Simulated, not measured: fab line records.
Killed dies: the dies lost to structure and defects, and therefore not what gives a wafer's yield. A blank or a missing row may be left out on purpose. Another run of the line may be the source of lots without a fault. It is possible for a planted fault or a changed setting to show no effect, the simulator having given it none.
Struck lot and sound lot, side by side || flow sky130 || 36 steps out of a route of 708
Sound: the wafers L348.3, L348.5, L348.6. Wafers struck: L354.1, L354.4, L354.6. Last of all comes the cause.
For every step that has rows: the tool of each side, followed by ch and its chambers, followed by its first start. Under that, the readings that differ: sound wafers || struck wafers || difference of the means || sigmas: that difference in standard deviations of wafers without a fault.
alike: same words and numbers on both sides, and readings whose means sit less than 2 such deviations apart. not compared: any withheld reading, any reading some wafer has no value for, any bound like >300 that may hide the same value, and any number with overlapping values for which the record gives no deviation.
The two part at a step that has a row with sigmas, a row that says differs or no value, or rows on one side only. Numbers that have no deviation but don't overlap get no sigmas and don't part them. Lack of a reading on every wafer of one side parts them only where that side has two or more wafers.

first, 10 steps without rows for these wafers: SKY_GATE_OXIDE_COAT_05 (resist thk 1140 nm); SKY_GATE_OXIDE_SOFTBAKE_06 (time 60 s); SKY_GATE_OXIDE_EXPOSE_07 (exposes mask LVOM, target cd 600 nm); SKY_GATE_OXIDE_PEB_08; SKY_GATE_OXIDE_DEVELOP_09 (develop time 60 s); SKY_GATE_OXIDE_IMPLANT_11; SKY_GATE_OXIDE_WET_ETCH_12 (etches SiO2 in dHF, target depth 16.8 nm, time 336 s); SKY_GATE_OXIDE_STRIP_13 (strips in O2/N2); SKY_GATE_OXIDE_CLEAN_15 (cleans in SC1/SC2, time 150 s); SKY_GATE_OXIDE_OXIDATION_16 (stabilise 600 s, purge 300 s, target thk 3.57 nm).
SKY_POLY_GATE_CVD_00: deposits poly-Si, target thk 180 nm, time 720 s.
  sound on lpcvd-01 ch 0, day 18 03:10; struck on lpcvd-01 ch 1, day 20 03:26
{"reading": "spikeTcBottomC (C)", "sound": "639.5 639.6 641.3", "struck": "628.4 625.5 625.1", "difference": -13.8, "sigmas": -7}
{"reading": "spikeTcCentreC (C)", "sound": "620.5 619.9 621.1", "struck": "603.6 602.6 604.2", "difference": -17.0, "sigmas": -18}
{"reading": "spikeTcLowerC (C)", "sound": "619.3 620.8 620.7", "struck": "600.0 603.0 603.7", "difference": -18.0, "sigmas": -16}
{"reading": "spikeTcTopC (C)", "sound": "640.1 638.9 640.2", "struck": "621.5 622.2 623.4", "difference": -17.4, "sigmas": -16}
{"reading": "spikeTcUpperC (C)", "sound": "619.4 619.1 620.7", "struck": "605.6 606.0 606.5", "difference": -13.7, "sigmas": -9}
{"reading": "susceptorTempC (C)", "sound": "619.63 619.75 619.74", "struck": "603.31 603.31 603.19", "difference": -16.44, "sigmas": -57}
{"reading": "zonePowerUpperPct (%)", "sound": "8.64 8.71 8.64", "struck": "7.92 7.99 8.07", "difference": -0.67, "sigmas": -5}
{"reading": "model.poly-Si_of_POLY_GATE_CVD_00.thkNm (nm)", "sound": "180.7 179.8 178", "struck": "122.2 122.8 121.8", "difference": -57.2, "sigmas": ""}
SKY_POLY_GATE_THK_MEAS_01:
  sound: filmMetro-04 at day 18 04:23; struck: filmMetro-01 at day 20 05:14
{"reading": "POLY_GATE_CVD_00_THK (nm)", "sound": "180.7 179.7 178.0", "struck": "122.1 122.8 121.7", "difference": -57.3, "sigmas": -32}
then, 9 steps without rows for these wafers: SKY_RES_PROTECT_DEHYDRATE_00 (time 60 s); SKY_RES_PROTECT_HMDS_01 (prime time 60 s); SKY_RES_PROTECT_COAT_02 (resist thk 1140 nm); SKY_RES_PROTECT_SOFTBAKE_03 (time 60 s); SKY_RES_PROTECT_EXPOSE_04 (exposes mask RPM, target cd 1270 nm); SKY_RES_PROTECT_PEB_05; SKY_RES_PROTECT_DEVELOP_06 (develop time 60 s); SKY_POLY_GATE_IMPLANT_02; SKY_RES_PROTECT_STRIP_07 (strips in O2/N2).
SKY_RES_PROTECT_CLEAN_09: cleans in SC1/SC2, time 150 s.
  sound on wetBench-03 ch 2, day 19 11:32; struck on wetBench-04 ch 3, day 21 12:23
{"reading": "model.poly-Si_of_POLY_GATE_CVD_00.thkNm (nm)", "sound": "180.1 179.1 177.3", "struck": "121.6 122.2 121.1", "difference": -57.2, "sigmas": ""}
then, 11 steps without rows for these wafers: SKY_POLY_GATE_CVD_03 (deposits Si3N4 from DCS/NH3, target thk 75 nm, time 1290 s); SKY_POLY_GATE_DEHYDRATE_05 (time 60 s); SKY_POLY_GATE_HMDS_06 (prime time 60 s); SKY_POLY_GATE_COAT_07 (resist thk 110 nm); SKY_POLY_GATE_COAT_08 (resist thk 450 nm); SKY_POLY_GATE_SOFTBAKE_09 (time 90 s); SKY_POLY_GATE_EXPOSE_10 (exposes mask P1M, target cd 150 nm); SKY_POLY_GATE_PEB_11; SKY_POLY_GATE_DEVELOP_12 (develop time 60 s); SKY_POLY_GATE_ETCH_15 (etches BARC in N2/H2, stops on SiO2, time 118.5 s, target depth 110 nm); SKY_POLY_GATE_ETCH_16 (etches Si3N4 in CH3F/O2, stops on poly-Si, time 147.5 s, target depth 75 nm).
SKY_POLY_GATE_ETCH_17: etches poly-Si in HBr/Cl2, stops on SiO2, target depth 180 nm, time 70.5 s.
  sound on rieSi-01 ch 0,1,2, day 20 20:51; struck on rieSi-02 ch 0,1,2, day 22 22:39
{"reading": "oesProductAu (a.u.)", "sound": "0.982 0.982 0.976", "struck": "0.768 0.769 0.758", "difference": -0.215, "sigmas": -30}
{"reading": "model.POLY_GATE.featureDepthNm (nm)", "sound": "179.7 178.8 177.3", "struck": "121.6 122.2 121.1", "difference": -57.0, "sigmas": ""}
{"reading": "model.etch.depthNm (nm)", "sound": "179.7 178.8 177.3", "struck": "121.6 122.2 121.1", "difference": -57.0, "sigmas": ""}
  alike: chamberPressureMTorr, drypumpMotorCurrentA, throttleValvePct
  not compared: rfHoursCounterH
then, 1 step without rows for these wafers: SKY_POLY_GATE_STRIP_18 (strips in O2/N2).
-- a jump in the record: the struck wafers' starts before and after are 27 days apart (it breaks off in module POLY_GATE and resumes in module PAD_OPEN, where the first step shown is number 708 of the route) --
SKY_PAD_OPEN_PROBE_99:
  sound: prober-01 at day 48 23:50; struck: prober-02 at day 50 03:50
{"reading": "model.etest.resHighPo.lineOhmUm", "sound": "735.1 738.4 724.5", "struck": "1072 1099 1078", "difference": "+350", "sigmas": ""}
{"reading": "model.etest.resPoly.lineOhmUm", "sound": "508.7 505.4 521.2", "struck": "775.9 785.9 791.6", "difference": "+272.7", "sigmas": ""}
{"reading": "model.etest.tipSonos.rsOhmSq", "sound": "2622 2664 2651", "struck": "2533 2556 2515", "difference": -111, "sigmas": ""}
{"reading": "model.etest.resHighPo.rsOhmSq", "sound": "252.7 255.6 257", "struck": "378.3 382.1 373.1", "difference": "+122.7", "sigmas": ""}
{"reading": "model.etest.pfet_01v8.rOnOhmUm", "sound": "2843 2875 2808", "struck": "2908 2924 2938", "difference": "+81", "sigmas": ""}
{"reading": "model.etest.resPoly.rsOhmSq", "sound": "47.34 47.66 47.75", "struck": "71.87 73.09 72.34", "difference": "+24.85", "sigmas": ""}
{"reading": "model.etest.capLiToPoly.cAfUm2", "sound": "99.07 98.61 98.93", "struck": "82.76 86.33 84.94", "difference": -14.19, "sigmas": ""}
{"reading": "model.etest.liconPoly.rcOhm", "sound": "150.9 155.4 146.5", "struck": "162.9 157.2 157.4", "difference": "+8.2", "sigmas": ""}
  alike: killed_at_M0_to_M3, killed_at_M4_up, killedAtContacts, killedAtFrontEnd, killedAtOther, killedDies, killedOpen, killedShort

WHERE THEY PART
First at SKY_POLY_GATE_CVD_00; last, within this record, at SKY_POLY_GATE_ETCH_17. Later steps at which nothing parts them and some readings are alike: SKY_PAD_OPEN_PROBE_99.

WHY: whatever the simulator had introduced
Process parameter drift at SKY_POLY_GATE_CVD_00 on lpcvd-01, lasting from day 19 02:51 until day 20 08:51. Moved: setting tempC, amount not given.
